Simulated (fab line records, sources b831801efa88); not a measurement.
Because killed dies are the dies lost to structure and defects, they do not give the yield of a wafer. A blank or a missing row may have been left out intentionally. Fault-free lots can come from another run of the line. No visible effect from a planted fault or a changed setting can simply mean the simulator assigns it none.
What tool caused it? || flow sky130 || 33 wafers from 11 lots sampled at 4 of the route's 708 steps

== WHAT EACH GAUGE READ, for each wafer ==
Not one reading of a measure or inspect step in the record can be checked against a usual standard deviation.

== TOOL THAT RAN EACH LOT (tool first, then ch and the chambers of the sampled wafers, then the start) ==
{"lot": "L982", "SKY_CONTACT_CVD_00": "pecvd-04 ch 0,1,2, day 30 01:59", "SKY_CONTACT_STRIP_19": "plasmaAsher-02 ch 0,1, day 31 07:04", "SKY_METAL1_SPUTTER_02": "pvdSputter-04, day 31 08:43", "SKY_METAL1_EXPOSE_12": "krfScanner-01 ch 0, day 31 22:44"}
{"lot": "L983", "SKY_CONTACT_CVD_00": "pecvd-04 ch 0,1,2, day 30 20:58", "SKY_CONTACT_STRIP_19": "plasmaAsher-04 ch 0,1, day 32 01:24", "SKY_METAL1_SPUTTER_02": "pvdSputter-03, day 32 02:41", "SKY_METAL1_EXPOSE_12": "krfScanner-01 ch 0, day 32 17:34"}
{"lot": "L985", "SKY_CONTACT_CVD_00": "pecvd-03 ch 0,1,2, day 31 13:13", "SKY_CONTACT_STRIP_19": "plasmaAsher-01 ch 0,1, day 32 17:50", "SKY_METAL1_SPUTTER_02": "pvdSputter-01, day 32 19:05", "SKY_METAL1_EXPOSE_12": "krfScanner-01 ch 0, day 33 08:10"}
{"lot": "L987", "SKY_CONTACT_CVD_00": "pecvd-03 ch 0,1,2, day 32 21:01", "SKY_CONTACT_STRIP_19": "plasmaAsher-04 ch 0,1, day 34 00:38", "SKY_METAL1_SPUTTER_02": "pvdSputter-01, day 34 01:56", "SKY_METAL1_EXPOSE_12": "krfScanner-02 ch 0, day 34 15:23"}
{"lot": "L992", "SKY_CONTACT_CVD_00": "pecvd-03 ch 0,1, day 34 01:41", "SKY_CONTACT_STRIP_19": "plasmaAsher-01 ch 0,1, day 35 05:18", "SKY_METAL1_SPUTTER_02": "pvdSputter-03, day 35 06:35", "SKY_METAL1_EXPOSE_12": "krfScanner-02 ch 0, day 35 19:47"}
{"lot": "L994", "SKY_CONTACT_CVD_00": "pecvd-02 ch 0,1, day 34 09:46", "SKY_CONTACT_STRIP_19": "plasmaAsher-01 ch 0,1, day 35 13:43", "SKY_METAL1_SPUTTER_02": "pvdSputter-01, day 35 15:01", "SKY_METAL1_EXPOSE_12": "krfScanner-01 ch 0, day 36 04:29"}
{"lot": "L993", "SKY_CONTACT_CVD_00": "pecvd-03 ch 0,1, day 34 13:56", "SKY_CONTACT_STRIP_19": "plasmaAsher-02 ch 0,1, day 35 17:05", "SKY_METAL1_SPUTTER_02": "pvdSputter-01, day 35 18:23", "SKY_METAL1_EXPOSE_12": "krfScanner-02 ch 0, day 36 07:40"}
{"lot": "L997", "SKY_CONTACT_CVD_00": "pecvd-02 ch 0,1, day 35 19:08", "SKY_CONTACT_STRIP_19": "plasmaAsher-04 ch 0,1, day 36 21:39", "SKY_METAL1_SPUTTER_02": "pvdSputter-03, day 36 22:56", "SKY_METAL1_EXPOSE_12": "krfScanner-02 ch 0, day 37 12:41"}
{"lot": "L103", "SKY_CONTACT_CVD_00": "pecvd-04 ch 0,2, day 37 04:23", "SKY_CONTACT_STRIP_19": "plasmaAsher-04 ch 0,1, day 38 07:31", "SKY_METAL1_SPUTTER_02": "pvdSputter-01, day 38 08:49", "SKY_METAL1_EXPOSE_12": "krfScanner-01 ch 0, day 38 21:59"}
{"lot": "L105", "SKY_CONTACT_CVD_00": "pecvd-04 ch 0,1, day 38 07:51", "SKY_CONTACT_STRIP_19": "plasmaAsher-02 ch 0,1, day 39 10:00", "SKY_METAL1_SPUTTER_02": "pvdSputter-01, day 39 11:21", "SKY_METAL1_EXPOSE_12": "krfScanner-01 ch 0, day 39 23:19"}
{"lot": "L104", "SKY_CONTACT_CVD_00": "pecvd-02 ch 0,1,2, day 39 11:59", "SKY_CONTACT_STRIP_19": "plasmaAsher-04 ch 0,1, day 40 13:45", "SKY_METAL1_SPUTTER_02": "pvdSputter-01, day 40 15:03", "SKY_METAL1_EXPOSE_12": "krfScanner-01 ch 0, day 41 02:53"}
- SKY_CONTACT_CVD_00: deposits Si3N4, target thk 75 nm.
- SKY_CONTACT_STRIP_19: strips in O2/N2.
- SKY_METAL1_SPUTTER_02: material AlCu, target thk 250 nm, time 13.3 s.
- SKY_METAL1_EXPOSE_12: exposes mask MM1, target cd 140 nm.

== AS READ BY THE TOOLS THEMSELVES (means over the sampled wafers that have a number; for cases with no such wafer, the mark the record gives instead) ==
SKY_CONTACT_CVD_00. Usual: heaterPowerW 721 W, standard deviation 120; susceptorTempC 400.00 C, standard deviation 0.23.
{"lot": "L982", "tool": "pecvd-04", "heaterPowerW (W)": 712, "susceptorTempC (C)": 400.10, "flag": ""}
{"lot": "L983", "tool": "pecvd-04", "heaterPowerW (W)": 701, "susceptorTempC (C)": 399.92, "flag": ""}
{"lot": "L985", "tool": "pecvd-03", "heaterPowerW (W)": 671, "susceptorTempC (C)": 400.09, "flag": ""}
{"lot": "L987", "tool": "pecvd-03", "heaterPowerW (W)": 645, "susceptorTempC (C)": 399.84, "flag": ""}
{"lot": "L992", "tool": "pecvd-03", "heaterPowerW (W)": 651, "susceptorTempC (C)": 399.98, "flag": ""}
{"lot": "L994", "tool": "pecvd-02", "heaterPowerW (W)": 804, "susceptorTempC (C)": 400.11, "flag": ""}
{"lot": "L993", "tool": "pecvd-03", "heaterPowerW (W)": 645, "susceptorTempC (C)": 399.90, "flag": ""}
{"lot": "L997", "tool": "pecvd-02", "heaterPowerW (W)": 900, "susceptorTempC (C)": 400.15, "flag": ""}
{"lot": "L103", "tool": "pecvd-04", "heaterPowerW (W)": 659, "susceptorTempC (C)": 400.05, "flag": ""}
{"lot": "L105", "tool": "pecvd-04", "heaterPowerW (W)": 634, "susceptorTempC (C)": 400.03, "flag": ""}
{"lot": "L104", "tool": "pecvd-02", "heaterPowerW (W)": 852, "susceptorTempC (C)": 400.06, "flag": ""}

SKY_CONTACT_STRIP_19. Usual: drypumpMotorCurrentA 5.8 A, standard deviation 0.44; oesProductAu 0.381 a.u., standard deviation 0.0044; stripTimeToEndpointS 3.621 s, standard deviation 0.026.
{"lot": "L982", "tool": "plasmaAsher-02", "drypumpMotorCurrentA (A)": 6.2, "oesProductAu (a.u.)": 0.379, "stripTimeToEndpointS (s)": 3.625, "flag": ""}
{"lot": "L983", "tool": "plasmaAsher-04", "drypumpMotorCurrentA (A)": 5.3, "oesProductAu (a.u.)": 0.382, "stripTimeToEndpointS (s)": 3.646, "flag": ""}
{"lot": "L985", "tool": "plasmaAsher-01", "drypumpMotorCurrentA (A)": 6.1, "oesProductAu (a.u.)": 0.379, "stripTimeToEndpointS (s)": 3.603, "flag": ""}
{"lot": "L987", "tool": "plasmaAsher-04", "drypumpMotorCurrentA (A)": 5.3, "oesProductAu (a.u.)": 0.383, "stripTimeToEndpointS (s)": 3.652, "flag": ""}
{"lot": "L992", "tool": "plasmaAsher-01", "drypumpMotorCurrentA (A)": 5.8, "oesProductAu (a.u.)": 0.379, "stripTimeToEndpointS (s)": 3.612, "flag": ""}
{"lot": "L994", "tool": "plasmaAsher-01", "drypumpMotorCurrentA (A)": 5.8, "oesProductAu (a.u.)": 0.384, "stripTimeToEndpointS (s)": 3.641, "flag": ""}
{"lot": "L993", "tool": "plasmaAsher-02", "drypumpMotorCurrentA (A)": 6.2, "oesProductAu (a.u.)": 0.381, "stripTimeToEndpointS (s)": 3.620, "flag": ""}
{"lot": "L997", "tool": "plasmaAsher-04", "drypumpMotorCurrentA (A)": 5.4, "oesProductAu (a.u.)": 0.381, "stripTimeToEndpointS (s)": 3.625, "flag": ""}
{"lot": "L103", "tool": "plasmaAsher-04", "drypumpMotorCurrentA (A)": 5.3, "oesProductAu (a.u.)": 0.377, "stripTimeToEndpointS (s)": 3.580, "flag": ""}
{"lot": "L105", "tool": "plasmaAsher-02", "drypumpMotorCurrentA (A)": 6.2, "oesProductAu (a.u.)": 0.380, "stripTimeToEndpointS (s)": 3.601, "flag": ""}
{"lot": "L104", "tool": "plasmaAsher-04", "drypumpMotorCurrentA (A)": 5.2, "oesProductAu (a.u.)": 0.381, "stripTimeToEndpointS (s)": 3.628, "flag": ""}

SKY_METAL1_SPUTTER_02. Usual: chamberPressurePa 0.3999 Pa, standard deviation 0.00083; throttleValvePct 30.7 %, standard deviation 1.1.
{"lot": "L982", "tool": "pvdSputter-04", "chamberPressurePa (Pa)": 0.3997, "throttleValvePct (%)": 30.4, "flag": ""}
{"lot": "L983", "tool": "pvdSputter-03", "chamberPressurePa (Pa)": 0.4008, "throttleValvePct (%)": 30.0, "flag": ""}
{"lot": "L985", "tool": "pvdSputter-01", "chamberPressurePa (Pa)": 0.3994, "throttleValvePct (%)": 30.2, "flag": ""}
{"lot": "L987", "tool": "pvdSputter-01", "chamberPressurePa (Pa)": 0.3990, "throttleValvePct (%)": 29.9, "flag": ""}
{"lot": "L992", "tool": "pvdSputter-03", "chamberPressurePa (Pa)": 0.4003, "throttleValvePct (%)": 31.3, "flag": ""}
{"lot": "L994", "tool": "pvdSputter-01", "chamberPressurePa (Pa)": 0.4002, "throttleValvePct (%)": 30.2, "flag": ""}
{"lot": "L993", "tool": "pvdSputter-01", "chamberPressurePa (Pa)": 0.4003, "throttleValvePct (%)": 29.8, "flag": ""}
{"lot": "L997", "tool": "pvdSputter-03", "chamberPressurePa (Pa)": 0.3997, "throttleValvePct (%)": 30.5, "flag": ""}
{"lot": "L103", "tool": "pvdSputter-01", "chamberPressurePa (Pa)": 0.3997, "throttleValvePct (%)": 29.8, "flag": ""}
{"lot": "L105", "tool": "pvdSputter-01", "chamberPressurePa (Pa)": 0.3996, "throttleValvePct (%)": 30.0, "flag": ""}
{"lot": "L104", "tool": "pvdSputter-01", "chamberPressurePa (Pa)": 0.3995, "throttleValvePct (%)": 30.0, "flag": ""}

SKY_METAL1_EXPOSE_12. Usual: exposureDoseMJCm2 at 27.85, with a standard deviation of 0.032.
{"lot": "L982", "tool": "krfScanner-01", "exposureDoseMJCm2": 27.84, "flag": ""}
{"lot": "L983", "tool": "krfScanner-01", "exposureDoseMJCm2": 27.86, "flag": ""}
{"lot": "L985", "tool": "krfScanner-01", "exposureDoseMJCm2": 27.86, "flag": ""}
{"lot": "L987", "tool": "krfScanner-02", "exposureDoseMJCm2": 27.81, "flag": ""}
{"lot": "L992", "tool": "krfScanner-02", "exposureDoseMJCm2": 27.84, "flag": ""}
{"lot": "L994", "tool": "krfScanner-01", "exposureDoseMJCm2": 27.84, "flag": ""}
{"lot": "L993", "tool": "krfScanner-02", "exposureDoseMJCm2": 27.82, "flag": ""}
{"lot": "L997", "tool": "krfScanner-02", "exposureDoseMJCm2": 27.67, "flag": "OFF"}
{"lot": "L103", "tool": "krfScanner-01", "exposureDoseMJCm2": 27.87, "flag": ""}
{"lot": "L105", "tool": "krfScanner-01", "exposureDoseMJCm2": 27.88, "flag": ""}
{"lot": "L104", "tool": "krfScanner-01", "exposureDoseMJCm2": 27.87, "flag": ""}

== THE ANSWER, worked out from the rows above alone ==
Rule: take the mean of a lot's wafers that have a number; if it is more than 3 standard deviations from the usual mean, the lot is off. A lot without any number at a reading at which 4 lots or more have one is off too. Where the step has rows for the other lots, those lots are counted as sound. After the gauges, taken in route order, come the tools' own readings; for these a lot's mean is taken, as printed above. At the first step where some lot is off, the reading lying furthest off is the one used; lots without a number count as furthest.
Off at SKY_METAL1_EXPOSE_12 (exposureDoseMJCm2): L997.
If a tool, at that step or one of the process steps before it, ran each lot that is off and ran no sound lot following the first of them, it fits. This does not decide it: 2 tools fit, namely pvdSputter-03 at SKY_METAL1_SPUTTER_02 and krfScanner-02 at SKY_METAL1_EXPOSE_12.

== WHAT THE SIMULATOR PUT IN ==
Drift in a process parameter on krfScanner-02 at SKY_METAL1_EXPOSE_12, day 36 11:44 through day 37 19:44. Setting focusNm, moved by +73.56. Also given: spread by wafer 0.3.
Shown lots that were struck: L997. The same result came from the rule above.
